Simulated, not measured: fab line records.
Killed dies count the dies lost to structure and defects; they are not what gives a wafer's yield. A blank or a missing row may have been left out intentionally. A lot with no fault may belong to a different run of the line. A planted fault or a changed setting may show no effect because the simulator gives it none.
Matching of chambers	flow gf180mcu	GF_V1_CMP_04 on cmp-02 has 4 sister chambers
The step polishes SiO2. 8 wafers are shown with their chamber, then 8 later ones without.

== WAFERS, EACH WITH ITS CHAMBER ==
wafer	chamber	motor_current_A (A)	time_to_endpoint_s (s)
L826.5	3	11.0	78
L838.2	2	11.8	81
L839.2	3	11.3	72
L839.6	0	11.6	79
L841.2	1	11.1	76
L841.3	2	11.7	83
L841.4	0	11.5	83
L844.1	1	11.0	85

== WAFERS MISSING THEIR CHAMBER ==
wafer	motor_current_A (A)	time_to_endpoint_s (s)
L844.2	11.3	76
L844.5	11.4	88
L847.3	11.3	82
L847.4	11.8	86
L847.5	11.0	78
L848.1	10.7	84
L848.3	11.6	80
L848.4	11.5	99

== EACH ONE'S CHAMBER ==
wafer	from the rows above	in truth
L844.2	can't be placed: 3 or 1 or 0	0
L844.5	can't be placed: 0 or 2 or 1 or 3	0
L847.3	can't be placed: 0 or 1 or 3 or 2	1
L847.4	can't be placed: 2 or 0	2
L847.5	can't be placed: 1 or 3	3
L848.1	can't be placed: 1 or 3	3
L848.3	can't be placed: 0 or 2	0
L848.4	can't be placed: 0 or 2 or 1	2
Placed correctly: 0 of 8. Unplaceable from these rows: 8, with the true chamber sitting among the candidates in 8. Wrongly placed: 0.
How it was worked out, from the rows above alone: a wafer's distance from a chamber is the root of the sum, over the readings, of the square of ((its reading less the chamber's mean) divided by the reading's scatter). If the next closest chamber is less than 2 further off than the closest, the wafer can't be placed; otherwise it belongs to the closest. For every chamber, the mean is computed from those of its wafers that are shown. The scatter is the square root of a quotient: the sum, over the shown wafers, of each reading's squared deviation from its chamber's mean, divided by wafers minus chambers.
